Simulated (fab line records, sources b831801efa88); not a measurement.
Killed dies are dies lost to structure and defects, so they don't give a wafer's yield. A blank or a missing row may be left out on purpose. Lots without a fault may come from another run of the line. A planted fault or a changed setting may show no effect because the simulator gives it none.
Which tool did it? | flow gf180mcu | 12 lots, 36 wafers sampled, at 2 steps of a route of 602

WHAT THE GAUGES READ, wafer by wafer
GF_M3_THK_MEAS_06: measures by xrf.
lot  | measured     | on            | M3_ALCU_THK (nm)
L075 | day 21 12:13 | film_metro-03 | 448 447 450
L077 | day 22 03:51 | film_metro-02 | 444 444 446
L079 | day 22 19:47 | film_metro-03 | 452 443 446
L081 | day 23 17:29 | film_metro-03 | 441 438 440
L083 | day 24 09:38 | film_metro-02 | 442 442 442
L085 | day 24 19:53 | film_metro-02 | 443 441 443
L087 | day 25 15:35 | film_metro-04 | 438 436 430
L089 | day 26 06:32 | film_metro-04 | 451 448 454
L091 | day 26 20:27 | film_metro-02 | 446 443 443
L093 | day 27 09:37 | film_metro-02 | 441 445 446
L095 | day 28 02:28 | film_metro-03 | 447 445 445
L097 | day 28 12:25 | film_metro-03 | 442 441 445

WHICH TOOL RAN EACH LOT (tool, then ch and the chambers of the sampled wafers, then the start)
lot  | GF_V2_SPUTTER_21
L075 | pvd_sputter-01, day 21 11:11
L077 | pvd_sputter-04, day 22 02:47
L079 | pvd_sputter-04, day 22 18:44
L081 | pvd_sputter-04, day 23 16:27
L083 | pvd_sputter-04, day 24 08:35
L085 | pvd_sputter-01, day 24 18:50
L087 | pvd_sputter-01, day 25 14:27
L089 | pvd_sputter-01, day 26 05:30
L091 | pvd_sputter-01, day 26 19:25
L093 | pvd_sputter-03, day 27 08:34
L095 | pvd_sputter-03, day 28 01:26
L097 | pvd_sputter-01, day 28 11:22
- GF_V2_SPUTTER_21: material Ti, target thk 15 nm, time 80.02 s.

THE ANSWER, worked out from the rows above alone
Rule: what is usual is taken from the lots themselves. Put in order of their means at a reading, lots are off if they are a third of the lots or fewer, leave a main group of 4 or more, and stand apart from it by a gap of 3 or more times the standard deviation of the main group's means; of several such gaps the widest counts. A main group whose means are all the same, to the digits that the tables above print for the reading, isn't used. A lot without any number at a reading at which 4 lots or more have one is off too. The other lots that the step has rows for count as sound.
No lot is off at any reading shown: from this, nothing can be told.

WHAT THE SIMULATOR HAD PUT IN
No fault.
